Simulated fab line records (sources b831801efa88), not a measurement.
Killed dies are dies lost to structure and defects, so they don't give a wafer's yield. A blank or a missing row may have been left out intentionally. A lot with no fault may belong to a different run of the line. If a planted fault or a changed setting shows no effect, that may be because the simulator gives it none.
8D (eight disciplines) problem report, filled in by code -- flow gf180mcu -- the parts of the form that need people (team, actions taken, sign-off) are left out

## 1. PROBLEM STATEMENT
At GF_PASSIVATION_DEVELOP_10, developer-temp-C averages 20.57 C over 6 wafers from 2 lots, while fault-free wafers read 23.01 C, standard deviation 0.11. That puts it -22 standard deviations away from the usual mean.
The step: develop time 60 s.
Earliest sighting: wafer L482.2 on litho-track-03 at day 31 23:00. The record has a number at this step for 39 wafers belonging to 13 lots. Rule for "out", or "out of limits": more than 4 standard deviations from the usual mean. The other wafers with a number count as sound.

## 2. WHAT THIS IS AND IS NOT
question,is,is not
which readings at this step,developer-temp-C,-
which lots,"L482, L484","L472, L473, L474, L475, L477, L478, L487, L489, L492, L493, L494"
which wafers of those lots,all that have a number,-
read on which tools,litho-track-03,"litho-track-01, litho-track-04"
when,from day 31 23:00,"up to then (18 sound wafers); but 15 sound wafers of L487, L489, L492, L493, L494 came after"

## 3. WHAT RULES OUT EACH SUSPECT
Counting: a tool at any process step up to the reading remains a suspect when it ran all the lots that are out and ran no sound lot after the first of those.
- rie-diel-01 at GF_M5_ETCH_09 (etches Si3N4 in CF4/O2, target depth 52 nm, time 11.6 s): ruled out as a lasting fault. Sound lots L489, L492 ran on it after its first lot that is out, L482 (day 29 13:53).
- litho-track-03 at GF_PASSIVATION_DEVELOP_10 (develop time 60 s): kept. It processed each lot that is out, first L482 at day 31 23:00, and no sound lot thereafter; up to then, the last sound lot it processed was L477 at day 30 09:00. Its own readings are out on those wafers: developer-temp-C.
After counting, what remains is litho-track-03 at GF_PASSIVATION_DEVELOP_10.

## 4. THE CAUSE (what the simulator had put in)
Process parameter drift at GF_PASSIVATION_DEVELOP_10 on litho-track-03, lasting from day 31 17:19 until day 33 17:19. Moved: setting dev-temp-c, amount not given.
After counting, this tool was the only one left.

## 5. THE CHAIN OF EFFECTS, in route order
Each row: a reading where the mean over the struck wafers with a number is more than 3 standard deviations away from the usual. Readings are gone through only where the record gives a usual standard deviation; hours: the median, over the lots, of the time from a lot's start at the first step in this table giving one to that lot's start at this step; sigmas: the change measured in usual standard deviations.
hours,step,reading,usual,on struck wafers,change,sigmas
0,GF_PASSIVATION_DEVELOP_10,developer-temp-C,23.01 C,20.57,-2.44,-22
The process steps in it:
- GF_PASSIVATION_DEVELOP_10: develop time 60 s.

## 6. WHAT WOULD HAVE CAUGHT IT SOONER
In this record the first reading out of limits was taken at day 31 23:00, 6 hours after the fault began at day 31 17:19.
